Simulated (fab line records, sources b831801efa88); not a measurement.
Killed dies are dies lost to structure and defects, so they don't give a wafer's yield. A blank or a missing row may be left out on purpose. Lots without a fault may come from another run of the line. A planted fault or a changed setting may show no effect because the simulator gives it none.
fab line records | flow sky130
record lots=5 wafers=15 last_day=50
route steps=708 shown LOCAL_INTERCONNECT@396 CONTACT@406
lots that met no fault: from a run of the same line without faults
start_h: hours from the record's first day to the start of the lot's first wafer shown | wait_h: hours since the lot's step before | " the same as in the row above | L1.1+2: a row that stands for several wafers | - no value, or no start given | * or withheld: withheld | < > ~ a bound
route shown NAME@n: a module of which the file shows steps, and the number in the route of the first | usual: mean/standard deviation of fault-free wafers | same: alike in all rows | chamber/n: place in a boat | sites: the reading at each site | _std_site: their standard deviation | _edge_site: outer sites' mean less inner sites' | radius_mm: how far each site lies from the wafer's centre | mask NAME#n: copy n | behind: the tool/chamber that last shaped the wafer | hold: why the lot was held/for how many hours/how that ended | device: the transistor (n, p or np) that didn't switch | end of line: the same wafers' tests at the end of the route | a step without rows: its recipe alone | killed: dies lost to structure and defects at the first sort, not the wafer's yield | map: a wafer's dies, x killed, . not, _ none there
set.NAME: the setting as run; set.NAME@STEP: as run at that earlier step | model.NAME: the simulator's own value behind a step, which no gauge read
lots at some steps of the route; a table a step, a row a wafer
services: from which hour (start_h, from the record's first day; less than 0 if before it) a tool's chamber was out of use, for how many hours, and why
## steps
# step SKY_LOCAL_INTERCONNECT_PEB_09
# recipe peb_temp_c=withheld peb_time_s=withheld resist=KrF-thick
# usual chill_plate_temp_C=*
# columns lot.wafer tool chamber start_h wait_h chill_plate_temp_C
L074.1 litho_track-01 0 - - *
L074.4 " 0 " " *
L074.5 " 0 " " *
L084.1 litho_track-01 0 - - *
L084.2 " 0 " " *
L084.3 " 0 " " *
L085.1 litho_track-01 0 - - *
L085.2 " 0 " " *
L085.5 " 0 " " *
L096.1 litho_track-01 0 - - *
L096.4 " 0 " " *
L096.6 " 0 " " *
L097.2 litho_track-03 0 - - *
L097.4 " 0 " " *
L097.5 " 0 " " *
# step SKY_LOCAL_INTERCONNECT_DEVELOP_10
# recipe develop_time_s=60 resist=KrF-thick dev_temp_c=21
# usual chill_plate_temp_C=23.00/0.099
# columns lot.wafer tool chamber start_h wait_h chill_plate_temp_C
L074.1 litho_track-01 0 - - 22.95
L074.4 " 0 " " 22.95
L074.5 " 0 " " 22.99
L084.1 litho_track-01 0 - - 23.09
L084.2 " 0 " " 22.91
L084.3 " 0 " " 22.97
L085.1 litho_track-01 0 - - 23.08
L085.2 " 0 " " 23.13
L085.5 " 0 " " 23.09
L096.1 litho_track-01 0 - - 22.87
L096.4 " 0 " " 22.93
L096.6 " 0 " " 23.05
L097.2 litho_track-03 0 - - 22.89
L097.4 " 0 " " 23.00
L097.5 " 0 " " 23.00
# step SKY_LOCAL_INTERCONNECT_CD_MEAS_11
# recipe target_cd_nm=170
# usual cd_nm=170.5/1.4
# columns lot.wafer tool chamber start_h wait_h cd_nm
L074.1 cd_sem-02 - 723.91 - 168.1
L074.4 " - " " 167.4
L074.5 " - " " 166.8
L084.1 cd_sem-01 - 786.76 - 173.1
L084.2 " - " " 174.3
L084.3 " - " " 172.9
L085.1 cd_sem-01 - 791.16 - 170.1
L085.2 " - " " 171.5
L085.5 " - " " 170.3
L096.1 cd_sem-01 - 870.61 - 169.3
L096.4 " - " " 168.7
L096.6 " - " " 168.8
L097.2 cd_sem-01 - 872.70 - 169.0
L097.4 " - " " 169.6
L097.5 " - " " 170.6
# step SKY_LOCAL_INTERCONNECT_OVL_MEAS_12
# usual LOCAL_INTERCONNECT_OVL=2/5.3
# columns lot.wafer tool chamber start_h wait_h LOCAL_INTERCONNECT_OVL[nm]
L074.1 overlay-01 - 724.03 0.1 -4
L074.4 " - " " -3
L074.5 " - " " 14
L084.1 overlay-02 - 786.88 0.1 4
L084.2 " - " " -3
L084.3 " - " " -2
L085.1 overlay-01 - 791.28 0.1 1
L085.2 " - " " -3
L085.5 " - " " 0
L096.1 overlay-02 - 870.73 0.1 4
L096.4 " - " " 4
L096.6 " - " " 5
L097.2 overlay-02 - 872.80 0.1 7
L097.4 " - " " 2
L097.5 " - " " 4
# step SKY_LOCAL_INTERCONNECT_ETCH_13
# recipe chemistry=N2/H2 target=BARC ion_energy_ev=200 bias_w=100 pressure_mtorr=30 n2_flow_sccm=100 h2_flow_sccm=200 icp_w=500 stop_on=SiO2 time_s=45.9 target_depth_a=600
# usual drypump_motor_current_A=5.75/0.26 oes_product_au=0.855/0.0043 rf_fwd_power_W=495.4/1.8 throttle_valve_pct=13.224/0.01
# columns lot.wafer tool chamber start_h wait_h drypump_motor_current_A oes_product_au rf_fwd_power_W rf_hours_counter_h throttle_valve_pct
L074.1 rie_metal-01 0 724.07 0.0 6.12 0.853 495.4 11 13.213
L074.4 " 1 " " 5.49 0.858 498.8 - 13.219
L074.5 " 1 " " 5.48 0.861 495.9 - 13.205
L084.1 rie_metal-03 0 786.92 0.0 6.03 0.862 494.1 14 13.227
L084.2 " 0 " " 6.03 0.853 494.6 - 13.244
L084.3 " 0 " " 6.02 0.858 495.3 - 13.239
L085.1 rie_metal-04 0 791.32 0.0 5.44 0.865 495.9 9 13.226
L085.2 " 1 " " 5.84 0.850 496.2 15 13.215
L085.5 " 1 " " 5.83 0.863 496.7 - 13.212
L096.1 rie_metal-01 0 870.77 0.0 6.15 0.860 493.8 16 13.221
L096.4 " 0 " " 6.15 0.849 492.7 - 13.213
L096.6 " 0 " " 6.13 0.845 493.7 - 13.234
L097.2 rie_metal-03 1 872.83 0.0 5.88 0.856 497.8 4 13.217
L097.4 " 1 " " 5.87 0.859 497.9 - 13.230
L097.5 " 0 " " 6.01 0.856 495.5 - 13.234
# step SKY_LOCAL_INTERCONNECT_METAL_ETCH_14
# recipe target_depth_nm=110 stop_on=PSG chemistry=Cl2/BCl3 target=TiN resist_sidewall_deg=88 pressure_mtorr=10 icp_w=900 bias_w=48.5 Cl2_flow_sccm=60 bcl3_flow_sccm=30 time_s=31.4
# usual drypump_motor_current_A=5.74/0.26 oes_product_au=0.941/0.0079 rf_fwd_power_W=890/3.6 throttle_valve_pct=21.901/0.01
# columns lot.wafer tool chamber start_h wait_h drypump_motor_current_A oes_product_au rf_fwd_power_W rf_hours_counter_h throttle_valve_pct
L074.1 rie_metal-01 0 724.13 0.0 6.13 0.949 885 12 21.901
L074.4 " 1 " " 5.49 0.935 889 - 21.904
L074.5 " 1 " " 5.48 0.925 892 - 21.893
L084.1 rie_metal-03 0 787.04 0.1 6.01 0.949 889 14 21.891
L084.2 " 0 " " 6.01 0.940 891 - 21.901
L084.3 " 0 " " 6.00 0.948 886 - 21.903
L085.1 rie_metal-04 0 791.38 0.0 5.39 0.935 887 9 21.914
L085.2 " 1 " " 5.84 0.936 893 15 21.917
L085.5 " 1 " " 5.83 0.939 895 - 21.907
L096.1 rie_metal-01 0 870.83 0.0 6.13 0.942 890 17 21.897
L096.4 " 0 " " 6.13 0.953 887 - 21.894
L096.6 " 0 " " 6.12 0.938 889 - 21.880
L097.2 rie_metal-03 1 872.90 0.0 5.86 0.961 889 4 21.902
L097.4 " 1 " " 5.87 0.943 895 - 21.889
L097.5 " 0 " " 5.99 0.955 882 - 21.905
# step SKY_LOCAL_INTERCONNECT_STRIP_15
# recipe chemistry=O2/N2 power_w=1400 pressure_mtorr=1500 platen_temp_c=withheld o2_flow_sccm=3000 n2_flow_sccm=300 overash_fraction=0.5
# usual drypump_motor_current_A=5.7/0.31 o2_flow_sccm=3001/8.5 oes_product_au=0.428/0.0046 strip_time_to_endpoint_s=4.733/0.024
# columns lot.wafer tool chamber start_h wait_h drypump_motor_current_A o2_flow_sccm oes_product_au rf_hours_counter_h strip_time_to_endpoint_s
L074.1 plasma_asher-02 1 724.18 0.0 6.1 2994 0.431 101 4.715
L074.4 " 0 " " 5.7 2992 0.431 - 4.760
L074.5 " 1 " " 6.0 3000 0.426 - 4.756
L084.1 plasma_asher-01 0 787.14 0.1 6.1 3008 0.422 100 4.693
L084.2 " 1 " " 5.6 3011 0.426 100 4.736
L084.3 " 0 " " 6.1 2994 0.430 - 4.705
L085.1 plasma_asher-03 1 791.43 0.0 5.4 3019 0.431 63 4.780
L085.2 " 0 " " 5.3 2996 0.428 63 4.749
L085.5 " 0 " " 5.3 3012 0.421 - 4.729
L096.1 plasma_asher-01 0 870.88 0.0 6.2 2995 0.432 109 4.703
L096.4 " 0 " " 6.2 3001 0.430 - 4.711
L096.6 " 1 " " 5.6 2988 0.425 - 4.704
L097.2 plasma_asher-03 1 872.95 0.0 5.4 2987 0.433 72 4.752
L097.4 " 1 " " 5.4 2998 0.429 - 4.754
L097.5 " 1 " " 5.4 2999 0.422 - 4.751
# step SKY_LOCAL_INTERCONNECT_STRIP_16
# recipe chemistry=post_etch_residue_remover time_s=1200 temp_c=72.5
# columns lot.wafer tool chamber start_h wait_h
L074.1+4+5 wet_bench-01 3 724.28 0.1
L084.1+2+3 wet_bench-01 1 787.27 0.1
L085.1+2+5 wet_bench-03 3 791.53 0.1
L096.1+4+6 wet_bench-01 1 870.98 0.1
L097.2+4+5 wet_bench-03 3 873.05 0.1
# step SKY_LOCAL_INTERCONNECT_CLEAN_17
# recipe chemistry=IPA time_s=180 temp_c=25
# columns lot.wafer tool chamber start_h wait_h
L074.1+4+5 wet_bench-03 0 724.62 0.0
L084.1+2+3 wet_bench-01 0 787.64 0.0
L085.1+2+5 wet_bench-01 1 791.87 0.0
L096.1+4+6 wet_bench-03 0 871.35 0.0
L097.2+4+5 wet_bench-01 1 873.39 0.0
# step SKY_LOCAL_INTERCONNECT_CLEAN_18
# recipe chemistry=O3/DIW dry=n2_spin
# columns lot.wafer tool chamber start_h wait_h
L074.1+4+5 wet_bench-01 2 724.68 0.0
L084.1+2+3 wet_bench-01 1 787.70 0.0
L085.1+2+5 wet_bench-01 3 791.93 0.0
L096.1+4+6 wet_bench-02 0 871.41 0.0
L097.2+4+5 wet_bench-02 2 873.45 0.0
# step SKY_CONTACT_CVD_00
# recipe material=Si3N4 target_thk_nm=75 temp_c=400 time_s=withheld rf_w=450
# usual heater_power_w=719/88 rf_fwd_power_W=443.9/2.6
# columns lot.wafer tool chamber start_h wait_h heater_power_w rf_fwd_power_W
L074.1 pecvd-02 2 724.77 0.0 815 447.3
L074.4 " 2 " " 850 446.4
L074.5 " 2 " " 857 445.7
L084.1 pecvd-02 1 787.80 0.0 772 440.5
L084.2 " 2 " " 829 445.8
L084.3 " 1 " " 780 440.9
L085.1 pecvd-02 1 792.02 0.0 786 440.1
L085.2 " 2 " " 685 445.6
L085.5 " 1 " " 786 439.6
L096.1 pecvd-02 1 871.51 0.0 791 439.5
L096.4 " 0 " " 739 445.9
L096.6 " 2 " " 819 445.5
L097.2 pecvd-03 0 873.55 0.0 559 445.7
L097.4 " 0 " " 563 445.5
L097.5 " 0 " " 575 445.0
# step SKY_CONTACT_THK_MEAS_01
# recipe reads=Si3N4_of_CONTACT_CVD_00
# usual CONTACT_CVD_00_THK=75.1/0.89
# columns lot.wafer tool chamber start_h wait_h CONTACT_CVD_00_THK[nm]
L074.1 film_metro-01 - 724.82 - 72.9
L074.4 " - " " 74.7
L074.5 " - " " 74.8
L084.1 film_metro-02 - 787.85 - 74.1
L084.2 " - " " 74.0
L084.3 " - " " 75.0
L085.1 film_metro-03 - 792.06 - 75.8
L085.2 " - " " 75.2
L085.5 " - " " 75.1
L096.1 film_metro-03 - 871.55 - 75.1
L096.4 " - " " 75.8
L096.6 " - " " 76.0
L097.2 film_metro-01 - 873.61 - 75.8
L097.4 " - " " 76.3
L097.5 " - " " 76.3
# step SKY_CONTACT_HDPCVD_02
# recipe material=SiO2 target_thk_nm=565 sigma_open_frac=0.3 time_s=91.53 temp_c=600 sih4_flow_sccm=60 pressure_mtorr=6
# columns lot.wafer tool chamber start_h wait_h
L074.1+4+5 hdpcvd-01 1,0,2 724.88 0.1
L084.1+2+3 hdpcvd-02 1,0,1 787.91 0.1
L085.1+2+5 hdpcvd-01 0,1,2 792.12 0.1
L096.1+4+6 hdpcvd-02 0,1,0 871.61 0.1
L097.2+4+5 hdpcvd-01 0,2,0 873.66 0.0
# step SKY_CONTACT_THK_MEAS_03
# recipe reads=SiO2_of_CONTACT_HDPCVD_02
# usual CONTACT_HDPCVD_THK=551/5.6
# columns lot.wafer tool chamber start_h wait_h CONTACT_HDPCVD_THK[nm]
L074.1 film_metro-02 - 724.95 0.0 553
L074.4 " - " " 547
L074.5 " - " " 554
L084.1 film_metro-01 - 788.02 0.1 547
L084.2 " - " " 559
L084.3 " - " " 545
L085.1 film_metro-01 - 792.19 0.0 545
L085.2 " - " " 554
L085.5 " - " " 555
L096.1 film_metro-02 - 871.67 0.0 556
L096.4 " - " " 550
L096.6 " - " " 552
L097.2 film_metro-02 - 873.74 0.0 546
L097.4 " - " " 552
L097.5 " - " " 550
# step SKY_CONTACT_CMP_04
# recipe material=SiO2 down_force_psi=4 platen_rpm=60 pad_velocity_m_s=0.94248
# usual motor_current_A=11.8/0.82 time_to_endpoint_s=77/3.8
# columns lot.wafer tool chamber start_h wait_h motor_current_A time_to_endpoint_s
L074.4 cmp-01 1 725.06 0.1 12.4 87
L074.1 " 2 " " 12.7 83
L074.5 " 1 " " 12.9 89
L084.1 cmp-02 2 788.23 0.2 11.9 76
L084.3 " 3 " " 9.9 76
L084.2 " 0 " " 11.2 79
L085.2 cmp-02 0 792.30 0.1 12.1 79
L085.1 " 1 " " 12.6 73
L085.5 " 0 " " 11.6 77
L096.4 cmp-01 0 871.83 0.1 11.5 76
L096.1 " 1 " " 12.5 81
L096.6 " 2 " " 12.6 81
L097.4 cmp-01 0 873.79 0.0 12.0 82
L097.2 " 3 " " 12.8 78
L097.5 " 0 " " 11.0 81
# step SKY_CONTACT_BOW_MEAS_05
# recipe mode=bow
# usual CONTACT_BOW=83/7.6
# columns lot.wafer tool chamber start_h wait_h CONTACT_BOW[um]
L074.1 film_metro-03 - 725.31 0.1 105
L074.4 " - " " 73
L074.5 " - " " 86
L084.1 film_metro-03 - 788.48 0.2 87
L084.2 " - " " 76
L084.3 " - " " 88
L085.1 film_metro-03 - 792.55 0.1 78
L085.2 " - " " 80
L085.5 " - " " 87
L096.1 film_metro-03 - 872.03 0.1 96
L096.4 " - " " 85
L096.6 " - " " 83
L097.2 film_metro-03 - 874.11 0.1 89
L097.4 " - " " 72
L097.5 " - " " 81
# step SKY_CONTACT_DEHYDRATE_06
# recipe temp_c=200 time_s=60
# usual chill_plate_temp_C=23.00/0.091 heater_power_total_W=160.37/0.13
# columns lot.wafer tool chamber start_h wait_h chill_plate_temp_C heater_power_total_W
L074.1 litho_track-03 0 738.48 13.1 23.09 160.19
L074.4 " 0 " " 23.01 160.33
L074.5 " 0 " " 23.11 160.31
L084.1 litho_track-04 0 800.75 12.3 22.91 160.39
L084.2 " 0 " " 22.92 160.35
L084.3 " 0 " " 22.87 160.39
L085.1 litho_track-02 0 804.91 12.3 23.04 160.31
L085.2 " 0 " " 23.06 160.28
L085.5 " 0 " " 22.91 160.31
L096.1 litho_track-02 0 884.21 12.2 23.22 160.63
L096.4 " 0 " " 23.08 160.34
L096.6 " 0 " " 22.92 160.49
L097.2 litho_track-03 0 886.30 12.2 22.91 160.24
L097.4 " 0 " " 23.03 160.65
L097.5 " 0 " " 22.95 160.15
# step SKY_CONTACT_HMDS_07
# recipe prime_time_s=60 prime_temp_c=120
# usual chill_plate_temp_C=23.00/0.11
# columns lot.wafer tool chamber start_h wait_h chill_plate_temp_C
L074.1 litho_track-03 0 738.63 0.1 23.18
L074.4 " 0 " " 23.09
L074.5 " 0 " " 23.28
L084.1 litho_track-04 0 800.90 0.1 23.15
L084.2 " 0 " " 22.91
L084.3 " 0 " " 23.00
L085.1 litho_track-02 0 805.06 0.1 22.87
L085.2 " 0 " " 22.99
L085.5 " 0 " " 22.96
L096.1 litho_track-02 0 884.36 0.1 23.12
L096.4 " 0 " " 23.05
L096.6 " 0 " " 23.09
L097.2 litho_track-03 0 886.45 0.1 22.93
L097.4 " 0 " " 22.93
L097.5 " 0 " " 22.75
# step SKY_CONTACT_COAT_08
# recipe resist=BARC temp_c=withheld time_s=withheld spin_rpm=3000 resist_thk_nm=60
# usual chill_plate_temp_C=*
# columns lot.wafer tool chamber start_h wait_h chill_plate_temp_C
L074.1 litho_track-03 0 738.78 0.1 *
L074.4 " 0 " " *
L074.5 " 0 " " *
L084.1 litho_track-04 0 801.05 0.1 *
L084.2 " 0 " " *
L084.3 " 0 " " *
L085.1 litho_track-02 0 805.21 0.1 *
L085.2 " 0 " " *
L085.5 " 0 " " *
L096.1 litho_track-02 0 884.51 0.1 *
L096.4 " 0 " " *
L096.6 " 0 " " *
L097.2 litho_track-03 0 886.60 0.1 *
L097.4 " 0 " " *
L097.5 " 0 " " *
# step SKY_CONTACT_COAT_09
# recipe resist=KrF-thick spin_rpm=3000 resist_thk_nm=450
# usual chill_plate_temp_C=23.00/0.11
# columns lot.wafer tool chamber start_h wait_h chill_plate_temp_C
L074.1 litho_track-03 0 - - 23.00
L074.4 " 0 " " 23.00
L074.5 " 0 " " 22.76
L084.1 litho_track-04 0 - - 23.15
L084.2 " 0 " " 23.08
L084.3 " 0 " " 23.07
L085.1 litho_track-02 0 - - 22.90
L085.2 " 0 " " 22.91
L085.5 " 0 " " 22.86
L096.1 litho_track-02 0 - - 23.11
L096.4 " 0 " " 23.22
L096.6 " 0 " " 23.15
L097.2 litho_track-03 0 - - 23.10
L097.4 " 0 " " 22.98
L097.5 " 0 " " 23.06
# step SKY_CONTACT_SOFTBAKE_10
# recipe temp_c=100 time_s=90 resist=KrF-thick
# usual chill_plate_temp_C=23.01/0.093 heater_power_total_W=57.38/0.11
# columns lot.wafer tool chamber start_h wait_h chill_plate_temp_C heater_power_total_W
L074.1 litho_track-03 0 - - 23.15 57.27
L074.4 " 0 " " 23.02 57.23
L074.5 " 0 " " 22.99 57.59
L084.1 litho_track-04 0 - - 23.05 57.32
L084.2 " 0 " " 23.21 57.40
L084.3 " 0 " " 23.20 57.28
L085.1 litho_track-02 0 - - 22.93 57.34
L085.2 " 0 " " 23.15 57.32
L085.5 " 0 " " 23.16 57.30
L096.1 litho_track-02 0 - - 22.98 57.45
L096.4 " 0 " " 22.99 57.44
L096.6 " 0 " " 22.94 57.54
L097.2 litho_track-03 0 - - 23.05 57.13
L097.4 " 0 " " 22.97 57.32
L097.5 " 0 " " 22.95 57.53
# step SKY_CONTACT_EXPOSE_11
# recipe mask_id=CTM1 na=0.8 source_shape=annular sigma_inner=0.55 sigma_outer=0.85 target_cd_nm=170 dose_mj=38
# same sigma_inner=0.55
# columns lot.wafer tool chamber start_h wait_h mask
L074.1+4+5 krf_scanner-02 0 - - CTM1#0
L084.1+2+3 krf_scanner-02 0 - - CTM1#0
L085.1+2+5 krf_scanner-01 0 - - CTM1#0
L096.1+4+6 krf_scanner-01 0 - - CTM1#0
L097.2+4+5 krf_scanner-02 0 - - CTM1#0
# step SKY_CONTACT_PEB_12
# recipe peb_temp_c=withheld peb_time_s=withheld resist=KrF-thick
# usual chill_plate_temp_C=*
# columns lot.wafer tool chamber start_h wait_h chill_plate_temp_C
L074.1 litho_track-02 0 - - *
L074.4 " 0 " " *
L074.5 " 0 " " *
L084.1 litho_track-03 0 - - *
L084.2 " 0 " " *
L084.3 " 0 " " *
L085.1 litho_track-02 0 - - *
L085.2 " 0 " " *
L085.5 " 0 " " *
L096.1 litho_track-02 0 - - *
L096.4 " 0 " " *
L096.6 " 0 " " *
L097.2 litho_track-03 0 - - *
L097.4 " 0 " " *
L097.5 " 0 " " *
# step SKY_CONTACT_DEVELOP_13
# recipe develop_time_s=60 resist=KrF-thick dev_temp_c=21
# usual chill_plate_temp_C=23.01/0.094
# columns lot.wafer tool chamber start_h wait_h chill_plate_temp_C
L074.1 litho_track-02 0 - - 23.05
L074.4 " 0 " " 22.94
L074.5 " 0 " " 23.02
L084.1 litho_track-03 0 - - 22.90
L084.2 " 0 " " 23.04
L084.3 " 0 " " 22.95
L085.1 litho_track-02 0 - - 23.06
L085.2 " 0 " " 23.13
L085.5 " 0 " " 22.97
L096.1 litho_track-02 0 - - 22.90
L096.4 " 0 " " 22.90
L096.6 " 0 " " 23.06
L097.2 litho_track-03 0 - - 23.01
L097.4 " 0 " " 23.05
L097.5 " 0 " " 22.89
# step SKY_CONTACT_CD_MEAS_14
# recipe target_cd_nm=170
# usual cd_nm=170.0/1.4
# columns lot.wafer tool chamber start_h wait_h cd_nm
L074.1 cd_sem-02 - 752.36 - 170.3
L074.4 " - " " 169.7
L074.5 " - " " 170.3
L084.1 cd_sem-02 - 814.68 - 168.9
L084.2 " - " " 169.4
L084.3 " - " " 169.4
L085.1 cd_sem-01 - 818.71 - 170.4
L085.2 " - " " 167.9
L085.5 " - " " 169.1
L096.1 cd_sem-01 - 897.06 - 168.0
L096.4 " - " " 168.4
L096.6 " - " " 167.1
L097.2 cd_sem-01 - 898.70 - 173.2
L097.4 " - " " 170.5
L097.5 " - " " 171.7
# step SKY_CONTACT_OVL_MEAS_15
# usual CONTACT_OVL=2/5.3
# columns lot.wafer tool chamber start_h wait_h CONTACT_OVL[nm]
L074.1 overlay-01 - 752.48 0.1 -1
L074.4 " - " " -1
L074.5 " - " " -5
L084.1 overlay-01 - 814.80 0.1 7
L084.2 " - " " 1
L084.3 " - " " -7
L085.1 overlay-01 - 818.83 0.1 5
L085.2 " - " " 7
L085.5 " - " " 1
L096.1 overlay-01 - 897.18 0.1 1
L096.4 " - " " 8
L096.6 " - " " 9
L097.2 overlay-01 - 898.80 0.1 11
L097.4 " - " " 10
L097.5 " - " " 14
# step SKY_CONTACT_ETCH_16
# recipe chemistry=N2/H2 target=BARC ion_energy_ev=200 source_w=500 bias_w=100 pressure_mtorr=30 n2_flow_sccm=100 h2_flow_sccm=200 stop_on=SiO2 time_s=45.9 target_depth_a=600
# usual drypump_motor_current_A=5.7/0.47 oes_product_au=0.855/0.005 rf_fwd_power_W=495.4/2 throttle_valve_pct=13.225/0.0088
# columns lot.wafer tool chamber start_h wait_h drypump_motor_current_A oes_product_au rf_fwd_power_W rf_hours_counter_h throttle_valve_pct
L074.1 rie_diel-01 1 752.51 0.0 6.6 0.862 495.4 6 13.233
L074.4 " 0 " " 5.7 0.866 493.7 11 13.224
L074.5 " 3 " " 5.4 0.856 491.7 - 13.224
L084.1 rie_diel-01 2 814.83 0.0 5.3 0.860 494.1 19 13.231
L084.2 " 0 " " 5.8 0.859 496.1 12 13.221
L084.3 " 3 " " 5.4 0.858 493.1 19 13.214
L085.1 rie_diel-03 3 818.86 0.0 5.8 0.857 495.4 17 13.224
L085.2 " 0 " " 5.6 0.858 497.1 10 13.226
L085.5 " 3 " " 5.8 0.857 495.0 - 13.221
L096.1 rie_diel-02 2 897.21 0.0 4.7 0.850 496.4 5 13.228
L096.4 " 3 " " 6.0 0.848 492.8 25 13.207
L096.6 " 1 " " 6.0 0.858 496.5 - 13.225
L097.2 rie_diel-01 1 898.83 0.0 6.6 0.858 497.1 10 13.226
L097.4 " 3 " " 5.4 0.856 495.0 22 13.216
L097.5 " 0 " " 5.7 0.856 493.4 - 13.217
# step SKY_CONTACT_ETCH_17
# recipe target=SiO2 chemistry=C4F8/O2/Ar stop_on=Si3N4 mask_material=KrF-thick source_w=1500 bias_w=1200 pressure_mtorr=40 c4f8_flow_sccm=withheld O2_flow_sccm=6 Ar_flow_sccm=300 time_s=withheld target_depth_a=3400
# usual oes_product_au=0.892/0.0047 rf_fwd_power_W=1489/5.1
# columns lot.wafer tool chamber start_h wait_h oes_product_au rf_fwd_power_W
L074.1 rie_diel-01 1 752.55 0.0 0.896 1493
L074.4 " 0 " " 0.893 1480
L074.5 " 3 " " 0.887 1485
L084.1 rie_diel-01 2 814.87 0.0 0.892 1492
L084.2 " 0 " " 0.893 1495
L084.3 " 3 " " 0.890 1491
L085.1 rie_diel-03 3 818.93 0.0 0.890 1496
L085.2 " 0 " " 0.888 1497
L085.5 " 3 " " 0.891 1500
L096.1 rie_diel-02 2 897.25 0.0 0.897 1486
L096.4 " 3 " " 0.891 1487
L096.6 " 1 " " 0.896 1487
L097.2 rie_diel-01 1 898.87 0.0 0.890 1488
L097.4 " 3 " " 0.897 1493
L097.5 " 0 " " 0.890 1481
# step SKY_CONTACT_ETCH_18
# recipe target=Si3N4 chemistry=CHF3/O2 stop_on=TiN source_w=600 bias_w=200 pressure_mtorr=40 chf3_flow_sccm=50 O2_flow_sccm=5 time_s=39 target_depth_a=750
# usual drypump_motor_current_A=5.7/0.46 oes_product_au=0.855/0.0072 rf_fwd_power_W=594.1/2.3 throttle_valve_pct=8.793/0.0095
# columns lot.wafer tool chamber start_h wait_h drypump_motor_current_A oes_product_au rf_fwd_power_W rf_hours_counter_h throttle_valve_pct
L074.1 rie_diel-01 1 - - 6.6 0.840 598.8 6 8.780
L074.4 " 0 " " 5.8 0.849 590.9 11 8.789
L074.5 " 3 " " 5.4 0.855 590.2 - 8.777
L084.1 rie_diel-01 2 - - 5.3 0.847 594.8 19 8.787
L084.2 " 0 " " 5.7 0.844 590.4 12 8.803
L084.3 " 3 " " 5.4 0.850 592.8 19 8.799
L085.1 rie_diel-03 3 - - 5.8 0.854 595.4 17 8.778
L085.2 " 0 " " 5.5 0.861 595.0 10 8.785
L085.5 " 3 " " 5.8 0.849 597.5 - 8.809
L096.1 rie_diel-02 2 - - 4.7 0.855 594.1 5 8.798
L096.4 " 3 " " 6.0 0.861 592.2 25 8.804
L096.6 " 1 " " 5.9 0.866 593.9 - 8.791
L097.2 rie_diel-01 1 - - 6.6 0.865 595.8 10 8.792
L097.4 " 3 " " 5.4 0.860 594.5 22 8.786
L097.5 " 0 " " 5.8 0.862 592.0 - 8.777
# step SKY_CONTACT_STRIP_19
# recipe chemistry=O2/N2 power_w=1400 pressure_mtorr=1500 platen_temp_c=withheld o2_flow_sccm=3000 n2_flow_sccm=300 overash_fraction=0.5
# usual drypump_motor_current_A=5.8/0.43 o2_flow_sccm=2999/8.7 oes_product_au=0.381/0.0049 strip_time_to_endpoint_s=3.62/0.036
# columns lot.wafer tool chamber start_h wait_h drypump_motor_current_A o2_flow_sccm oes_product_au rf_hours_counter_h strip_time_to_endpoint_s
L074.1 plasma_asher-04 0 752.64 - 6.2 3010 0.382 32 3.65
L074.4 " 0 " " 6.3 3007 0.385 - 3.60
L074.5 " 0 " " 6.3 3023 0.380 - 3.64
L084.1 plasma_asher-02 1 814.96 - 6.0 3008 0.390 7 3.69
L084.2 " 0 " " 5.8 3008 0.371 7 3.55
L084.3 " 0 " " 5.7 3019 0.378 - 3.61
L085.1 plasma_asher-02 0 819.06 - 5.8 2997 0.378 8 3.64
L085.2 " 1 " " 6.1 3006 0.392 8 3.66
L085.5 " 1 " " 6.1 3004 0.378 - 3.66
L096.1 plasma_asher-01 0 897.34 - 6.1 2986 0.381 112 3.63
L096.4 " 1 " " 5.6 2995 0.385 - 3.65
L096.6 " 0 " " 6.2 2991 0.384 - 3.60
L097.2 plasma_asher-04 1 898.96 - 4.8 2997 0.384 45 3.66
L097.4 " 1 " " 4.8 3005 0.379 - 3.65
L097.5 " 0 " " 6.2 3000 0.369 - 3.58
# step SKY_CONTACT_STRIP_20
# recipe chemistry=post_etch_residue_remover time_s=1200 temp_c=72.5
# columns lot.wafer tool chamber start_h wait_h
L074.1+4+5 wet_bench-01 1 752.74 0.1
L084.1+2+3 wet_bench-01 1 815.06 0.1
L085.1+2+5 wet_bench-01 2 819.16 0.1
L096.1+4+6 wet_bench-01 1 897.44 0.1
L097.2+4+5 wet_bench-04 0 899.06 0.1
# step SKY_CONTACT_CLEAN_21
# recipe chemistry=IPA time_s=180 temp_c=25
# columns lot.wafer tool chamber start_h wait_h
L074.1+4+5 wet_bench-04 2 753.09 0.0
L084.1+2+3 wet_bench-04 2 815.41 0.0
L085.1+2+5 wet_bench-01 3 819.50 0.0
L096.1+4+6 wet_bench-02 0 897.79 0.0
L097.2+4+5 wet_bench-01 1 899.41 0.0
# step SKY_CONTACT_CLEAN_22
# recipe chemistry=O3/DIW dry=n2_spin
# columns lot.wafer tool chamber start_h wait_h
L074.1+4+5 wet_bench-01 2 753.14 0.0
L084.1+2+3 wet_bench-01 1 815.46 0.0
L085.1+2+5 wet_bench-01 0 819.66 0.1
L096.1+4+6 wet_bench-01 1 897.84 0.0
L097.2+4+5 wet_bench-02 0 899.46 0.0
# step SKY_CONTACT_SPUTTER_23
# recipe material=TiN target_thk_nm=20 chamber_pressure_pa=5 power_w=4000 time_s=80
# usual throttle_valve_pct=30.2/1.1
# columns lot.wafer tool chamber start_h wait_h throttle_valve_pct
L074.1 pvd_sputter-01 - 753.24 0.0 29.5
L074.4 " - " " 30.6
L074.5 " - " " 30.4
L084.1 pvd_sputter-01 - 815.56 0.0 29.4
L084.2 " - " " 30.7
L084.3 " - " " 31.3
L085.1 pvd_sputter-01 - 819.75 0.0 30.3
L085.2 " - " " 30.6
L085.5 " - " " 30.6
L096.1 pvd_sputter-02 - 897.94 0.0 30.7
L096.4 " - " " 27.4
L096.6 " - " " 28.4
L097.2 pvd_sputter-02 - 899.56 0.0 30.9
L097.4 " - " " 28.4
L097.5 " - " " 28.5
## services
# columns tool chamber start_h hours kind
wet_bench-02 - 702.52 131.8 repair
krf_scanner-02 - 706.92 1.0 pm
rie_diel-01 2 707.94 3.2 repair
cmp-01 - 708.67 1.1 repair
pecvd-02 1 722.43 4.9 repair
rie_diel-02 2 731.30 22.1 repair
krf_scanner-02 - 732.43 0.9 repair
plasma_asher-02 - 733.75 9.0 pm
rie_diel-02 0 739.44 11.8 repair
cmp-01 - 744.00 4.0 pm
cmp-01 - 744.61 1.2 repair
krf_scanner-02 - 754.12 1.3 pm
cmp-01 - 761.86 23.9 pm
rie_metal-03 - 778.79 2.8 pm
rie_diel-01 - 786.38 28.1 pm
pecvd-02 0 787.17 3.5 repair
pecvd-02 - 793.11 0.4 repair
pecvd-02 - 806.00 28.1 pm
rie_diel-01 - 825.17 0.8 repair
wet_bench-03 - 829.22 5.8 repair
rie_metal-03 0 829.62 1.5 repair
rie_diel-01 2 840.85 27.7 repair
rie_metal-01 - 847.89 1.4 pm
pecvd-02 0 890.03 21.3 repair
## key
fault none
